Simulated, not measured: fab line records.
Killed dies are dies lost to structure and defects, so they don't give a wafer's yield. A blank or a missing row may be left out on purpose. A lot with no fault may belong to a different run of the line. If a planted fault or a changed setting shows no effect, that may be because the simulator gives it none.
A struck lot beside a sound one    flow sky130    28 steps out of a route of 708
Sound: wafers L527.1, L527.2, L527.6. Wafers struck: L539.1, L539.2, L539.4. The cause is given at the end.
Order at every step that has rows: each side's tool, ch and its chambers, its first start. Under that, the readings that differ: sound wafers    struck wafers    difference of the means    sigmas: that difference in standard deviations of wafers without a fault.
alike: a reading whose means differ by less than 2 such deviations, as well as words and numbers matching on both sides. not compared: withheld readings; readings where some wafer has no value; bounds like >300 that might hide an equal value; numbers whose values overlap and for which the record gives no deviation.
Wherever a step has rows on one side only, a row that says differs or no value, or a row with sigmas, the two part there. When numbers do not overlap yet have no deviation, they are printed without sigmas and do not part them. A reading that every wafer of one side lacks parts them only if that side has two wafers or more.

first, 1 step without rows for these wafers: SKY_VT_ADJUST_HVTR_IMPLANT_09.
SKY_VT_ADJUST_HVTR_STRIP_10: strips in O2/N2.
  sound on plasma asher-02 ch 0,1, day 11 17:05; struck on plasma asher-01 ch 0,1, day 15 07:05
  alike: chamber pressure mTorr, drypump motor current A, oes product au, strip time to endpoint s
  not compared: rf hours counter h
SKY_VT_ADJUST_HVTR_TW_MEAS_11:
  sound: film metro-03 at day 11 17:11; struck: film metro-02 at day 15 07:11
  alike: VT_ADJUST_HVTR_TW
then, 7 steps without rows for these wafers: SKY_VT_ADJUST_PCH_DEHYDRATE_00 (time 60 s); SKY_VT_ADJUST_PCH_HMDS_01 (prime time 60 s); SKY_VT_ADJUST_PCH_COAT_02 (resist thk 3000 nm); SKY_VT_ADJUST_PCH_SOFTBAKE_03; SKY_VT_ADJUST_PCH_EXPOSE_04 (exposes mask NWM, target cd 840 nm); SKY_VT_ADJUST_PCH_PEB_05; SKY_VT_ADJUST_PCH_DEVELOP_06 (develop time 60 s).
SKY_VT_ADJUST_PCH_OVL_MEAS_07:
  sound: overlay-01 at day 12 17:23; struck: overlay-01 at day 16 10:53
  alike: VT_ADJUST_PCH_OVL
after that, 1 step had no rows for these wafers: SKY_VT_ADJUST_PCH_IMPLANT_08.
SKY_VT_ADJUST_PCH_STRIP_09: strips in O2/N2.
  sound on plasma asher-02 ch 0,1, day 12 17:34; struck on plasma asher-03 ch 0,1, day 16 11:04
  no value came back on the struck wafers for chamber pressure mTorr (mTorr), drypump motor current A (A), oes product au (a.u.), strip time to endpoint s (s); on the sound wafers chamber pressure mTorr (mTorr) reads 1499.8 1499.8 1502.2
reading                                          sound  struck          difference  sigmas
model.coat_of_VT_ADJUST_PCH_COAT_02.thk nm (nm)  0 0 0  2994 2996 3000  +2997       
  not compared: rf hours counter h
SKY_VT_ADJUST_PCH_TW_MEAS_10:
  sound: film metro-02 at day 12 17:40; struck: film metro-02 at day 16 11:10
  alike: VT_ADJUST_PCH_TW
then, 7 steps without rows for these wafers: SKY_SONOS_TUNNEL_DEHYDRATE_00 (time 60 s); SKY_SONOS_TUNNEL_HMDS_01 (prime time 60 s); SKY_SONOS_TUNNEL_COAT_02 (resist thk 1140 nm); SKY_SONOS_TUNNEL_SOFTBAKE_03 (time 60 s); SKY_SONOS_TUNNEL_EXPOSE_04 (exposes mask TUNM, target cd 410 nm); SKY_SONOS_TUNNEL_PEB_05; SKY_SONOS_TUNNEL_DEVELOP_06 (develop time 60 s).
SKY_SONOS_TUNNEL_CD_MEAS_07: the cd target is 410 nm.
  sound: cd sem-01 at day 13 19:11; struck: cd sem-02 at day 17 16:17
  alike: cd nm
SKY_SONOS_TUNNEL_OVL_MEAS_08:
  sound: overlay-01 at day 13 19:19; struck: overlay-01 at day 17 16:25
  alike: SONOS_TUNNEL_OVL
then, 2 steps without rows for these wafers: SKY_SONOS_TUNNEL_IMPLANT_09; SKY_SONOS_TUNNEL_WET_ETCH_10 (etches SiO2 in dHF, target depth 14 nm, time 280 s).
SKY_SONOS_TUNNEL_STRIP_11: strips in SPM, time 600 s.
  sound on wet bench-04 ch 2, day 13 19:35; struck on wet bench-01 ch 3, day 17 16:41
reading                                            sound  struck          difference  sigmas
model.NOVOLAK_of_SONOS_TUNNEL_COAT_02.thk nm (nm)  0 0 0  1147 1146 1143  +1145       
  alike: bath guard temp C, bath heat duty pct
SKY_SONOS_TUNNEL_TW_MEAS_12:
  sound: film metro-02 at day 13 19:46; struck: film metro-04 at day 17 17:06
reading          sound              struck          difference  sigmas
SONOS_TUNNEL_TW  197.2 196.1 196.8  29.9 29.9 29.8  -166.8      -99 or more
  not compared: hold
SKY_PAD_OPEN_PROBE_99:
  sound wafers here have rows in the record (prober-01, day 47 15:57); struck ones have none

== WHERE THEY PART ==
At SKY_VT_ADJUST_PCH_STRIP_09 first; at SKY_PAD_OPEN_PROBE_99 last (within this record only).

WHY: whatever the simulator had introduced
Skipped step whole: plasma asher-03, from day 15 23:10 on, at SKY_VT_ADJUST_PCH_STRIP_09. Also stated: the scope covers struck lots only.
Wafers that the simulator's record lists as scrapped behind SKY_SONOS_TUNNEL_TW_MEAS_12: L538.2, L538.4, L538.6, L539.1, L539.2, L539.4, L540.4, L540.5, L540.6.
